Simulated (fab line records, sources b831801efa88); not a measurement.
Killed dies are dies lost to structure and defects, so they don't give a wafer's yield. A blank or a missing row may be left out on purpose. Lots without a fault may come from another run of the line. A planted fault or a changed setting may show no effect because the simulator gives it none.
Tool commonality check | flow gf180mcu | 13 lots, 39 wafers sampled

WHY IT WAS OPENED
At GF_VT_IMPLANT_RS_MEAS_47 the reading NWELL_RS is flagged on 2 of 13 lots. Wafers without a fault read 488.0 ohm/sq, standard deviation 1.2.
Rule: a lot is flagged when every wafer of it that has a number lies more than 4 standard deviations from that mean, or none has a number. The other lots count as sound.

lot  | measured     | on            | NWELL_RS (ohm/sq), wafer by wafer | flag
L810 | day 7 20:21  | film_metro-04 | 487.2 487.2 486.3                 |
L811 | day 8 02:39  | film_metro-01 | 487.7 486.9 488.1                 |
L812 | day 8 12:07  | film_metro-04 | 488.6 489.6 489.7                 |
L813 | day 8 18:59  | film_metro-01 | 489.3 488.5 490.0                 |
L815 | day 9 05:09  | film_metro-03 | 489.0 489.7 488.1                 |
L816 | day 9 12:22  | film_metro-03 | 487.7 487.4 488.3                 |
L820 | day 10 17:38 | film_metro-04 | 487.3 487.9 487.5                 |
L821 | day 10 19:17 | film_metro-01 | 488.4 489.1 488.4                 |
L824 | day 11 17:36 | film_metro-03 | 479.8 480.5 480.5                 | FLAGGED
L825 | day 11 23:37 | film_metro-03 | 478.8 477.8 477.7                 | FLAGGED
L827 | day 12 18:28 | film_metro-04 | 485.7 485.2 486.5                 |
L829 | day 13 06:03 | film_metro-03 | 485.7 487.9 486.3                 |
L831 | day 14 00:06 | film_metro-03 | 488.8 487.8 487.8                 |
The numbers of the flagged lots are 479.2 ohm/sq on average: -8.8 ohm/sq against the usual, or -7 standard deviations.

WHICH TOOL RAN EACH LOT
The record holds 1 process step before the reading, out of a route of 602 steps. In each cell: the tool, then ch and the chambers that the sampled wafers went through, then the start.
lot  | flag    | GF_NWELL_IMPLANT_08
L810 |         | implanter-03 ch 0, day 3 13:25
L811 |         | implanter-02 ch 0, day 3 17:40
L812 |         | implanter-02 ch 0, day 4 01:25
L813 |         | implanter-03 ch 0, day 4 07:39
L815 |         | implanter-03 ch 0, day 4 16:20
L816 |         | implanter-03 ch 0, day 4 21:13
L820 |         | implanter-02 ch 0, day 5 21:06
L821 |         | implanter-03 ch 0, day 6 00:25
L824 | FLAGGED | implanter-03 ch 0, day 6 18:20
L825 | FLAGGED | implanter-03 ch 0, day 6 22:21
L827 |         | implanter-02 ch 0, day 7 12:29
L829 |         | implanter-04 ch 0, day 7 21:10
L831 |         | implanter-04 ch 0, day 8 11:14
What these steps do:
- GF_NWELL_IMPLANT_08
- GF_VT_IMPLANT_RS_MEAS_47: measures by four-point-probe.

FLAGGED OVER TOTAL, TOOL BY TOOL (the gauges that took the reading come last)
step                     | tool          | lots run | flagged | share of the flagged lots | sound lots run after its first flagged lot
GF_NWELL_IMPLANT_08      | implanter-02  | 4        | 0       | none                      | -
GF_NWELL_IMPLANT_08      | implanter-03  | 7        | 2       | all                       | 0
GF_NWELL_IMPLANT_08      | implanter-04  | 2        | 0       | none                      | -
GF_VT_IMPLANT_RS_MEAS_47 | film_metro-01 | 3        | 0       | none                      | -
GF_VT_IMPLANT_RS_MEAS_47 | film_metro-03 | 6        | 2       | all                       | 2 (L829,L831)
GF_VT_IMPLANT_RS_MEAS_47 | film_metro-04 | 4        | 0       | none                      | -

WHAT THE TABLE ALLOWS
2 rows of the table ran every flagged lot: implanter-03 at GF_NWELL_IMPLANT_08, film_metro-03 at GF_VT_IMPLANT_RS_MEAS_47.
- implanter-03 at GF_NWELL_IMPLANT_08: 2 of its 7 lots flagged. Its last sound lot is L821 (day 6 00:25), its first flagged lot L824 (day 6 18:20): a fault that began between those two fits. Its own readings lie more than 4 standard deviations out on every wafer of the flagged lots: beam_energy_keV.
- film_metro-03 at GF_VT_IMPLANT_RS_MEAS_47: 2 of its 6 lots flagged. Sound lots ran on it after the first flagged one (L829, L831), which a lasting fault on the whole tool wouldn't allow.
One tool is left: implanter-03 at GF_NWELL_IMPLANT_08.

WHAT THE SIMULATOR HAD PUT IN
Process parameter drift: implanter-03, from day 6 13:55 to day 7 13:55, at GF_NWELL_IMPLANT_08. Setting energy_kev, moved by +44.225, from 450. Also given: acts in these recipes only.
Lots struck among those shown: L824, L825. The rule above found the same.
